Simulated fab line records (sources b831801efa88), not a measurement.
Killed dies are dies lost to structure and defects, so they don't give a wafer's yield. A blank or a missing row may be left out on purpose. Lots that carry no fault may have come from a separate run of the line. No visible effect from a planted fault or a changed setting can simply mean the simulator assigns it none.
Matching of chambers -- flow sky130 -- 3 sister chambers for SKY_CONTACT_CVD_00 on pecvd-02
The step deposits Si3N4, target thk 75 nm. 6 wafers are shown with their chamber, then 9 later ones without.

WAFERS, EACH WITH ITS CHAMBER
wafer,chamber,heaterPowerW (W),susceptorTempC (C)
L087.6,2,652,400.13
L086.1,0,693,399.97
L086.4,2,755,400.34
L089.1,1,692,400.43
L089.2,0,808,399.92
L089.5,1,733,399.97

WAFERS WITH NO CHAMBER GIVEN
wafer,heaterPowerW (W),susceptorTempC (C)
L088.1,772,399.76
L088.3,640,399.70
L088.5,744,400.04
L093.1,783,400.03
L093.3,657,400.31
L093.6,784,400.13
L094.2,651,400.08
L094.4,693,400.21
L094.5,637,399.85

THE CHAMBER EACH PASSED THROUGH
wafer,from the rows above,in truth
L088.1,can't be placed: 0 or 1 or 2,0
L088.3,can't be placed: 0 or 1 or 2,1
L088.5,can't be placed: 0 or 1 or 2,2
L093.1,can't be placed: 0 or 1 or 2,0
L093.3,can't be placed: 2 or 1 or 0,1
L093.6,can't be placed: 0 or 1 or 2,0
L094.2,can't be placed: 2 or 1 or 0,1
L094.4,can't be placed: 2 or 1 or 0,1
L094.5,can't be placed: 0 or 1 or 2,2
Correctly placed: 0 of 9. Can't be placed from these rows: 9 (the true chamber is among the candidates in 9). Wrongly placed: 0.
How it was worked out, from the rows above alone: a wafer's distance from a chamber is the root of the sum, over the readings, of the square of ((its reading less the chamber's mean) divided by the reading's scatter). If the next closest chamber is less than 2 further off than the closest, the wafer can't be placed; otherwise it belongs to the closest. The mean given for a chamber averages the wafers shown for that chamber. The scatter: the root of (the sum of the squares of (reading less its chamber's mean) over the shown wafers, divided by (wafers less chambers)).
